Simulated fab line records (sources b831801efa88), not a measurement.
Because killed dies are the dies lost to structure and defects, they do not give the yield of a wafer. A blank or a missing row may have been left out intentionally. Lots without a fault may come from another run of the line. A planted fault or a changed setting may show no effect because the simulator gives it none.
Code-filled problem report in 8D (eight disciplines) form | flow sky130 | the parts of the form that need people (team, actions taken, sign-off) are left out

## 1. WHAT IS WRONG
strip_time_to_endpoint_s at SKY_PWDE_STRIP_09 reads a mean of 17.13 s on 3 wafers of 2 lots; wafers without a fault read 36.91 s with a standard deviation of 0.1. That is -99 or more standard deviations from the usual mean.
The step: strips in O2/N2.
The first sign was on wafer L625.2 at day 5 21:41, on plasma_asher-03. At this step, 42 wafers from 14 lots have a number in the record. Rule for "out", or "out of limits": more than 4 standard deviations from the usual mean. All remaining wafers that have a number are taken as sound.

## 2. WHAT IT IS AND WHAT IT IS NOT
question                    | is                       | is not
which readings at this step | strip_time_to_endpoint_s | drypump_motor_current_A
which lots                  | L625, L627               | L616, L617, L618, L620, L622, L631, L632, L634, L635, L636, L637, L639
which wafers of those lots  | L625.2, L625.5, L627.6   | L625.3, L627.1, L627.4
read on which tools         | plasma_asher-03          | plasma_asher-01, plasma_asher-04
when                        | from day 5 21:41         | up to then (16 sound wafers); but 23 sound wafers of L627, L631, L632, L634, L635, L636, L637, L639 came after

## 3. THE SUSPECTS, EACH WITH WHAT RULES IT OUT
Counting: if a tool at a process step up to the reading ran every lot that is out, it stays a suspect. Sound lots after the first of them don't rule it out here, since some wafers of a struck lot are sound.
- litho_track-02 at SKY_PWDE_COAT_02 (resist thk 3000 nm): kept. It ran every lot that is out, first L625 (day 5 12:41); its last sound lot up to then is L620 (day 4 12:46).
- plasma_asher-03 at SKY_PWDE_STRIP_09 (strips in O2/N2): kept. It ran every lot that is out, first L625 (day 5 21:41); its last sound lot up to then is L620 (day 4 21:32). On those wafers its own readings are out: strip_time_to_endpoint_s.
What counting leaves: litho_track-02 at SKY_PWDE_COAT_02 and plasma_asher-03 at SKY_PWDE_STRIP_09.

## 4. THE CAUSE (what the simulator had put in)
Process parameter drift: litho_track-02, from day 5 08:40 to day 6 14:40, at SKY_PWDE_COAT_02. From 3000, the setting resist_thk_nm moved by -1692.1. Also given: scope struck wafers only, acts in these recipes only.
After counting, 2 suspects remain, this tool included.

## 5. THE EFFECT CHAIN, in route order
One row per reading whose mean, taken over the struck wafers that have a number, lies over 3 standard deviations from the usual. Only readings whose record carries a usual standard deviation are examined. hours: median over the lots of the time between each lot's start at the first step of this table that gives one and its start at this step. sigmas: the change, counted in usual standard deviations.
hours | step              | reading                  | usual   | on struck wafers | change | sigmas
0     | SKY_PWDE_STRIP_09 | strip_time_to_endpoint_s | 36.91 s | 17.13            | -19.78 | -99 or more
It contains these process steps:
- SKY_PWDE_STRIP_09: strips in O2/N2.
At these later measuring or inspecting steps, every struck wafer for which the step has a row has a number for every such reading, and none has moved that far: SKY_VT_ADJUST_HVTR_CD_MEAS_07.

## 6. WHAT WOULD HAVE CAUGHT IT SOONER
13 hours passed between the start of the fault at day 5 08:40 and the first reading out of limits in this record, taken at day 5 21:41.
Lots out: 2; of these, L627 started SKY_PWDE_COAT_02 on litho_track-02 after day 5 21:41. It would have been spared by a hold on the tool at that moment.
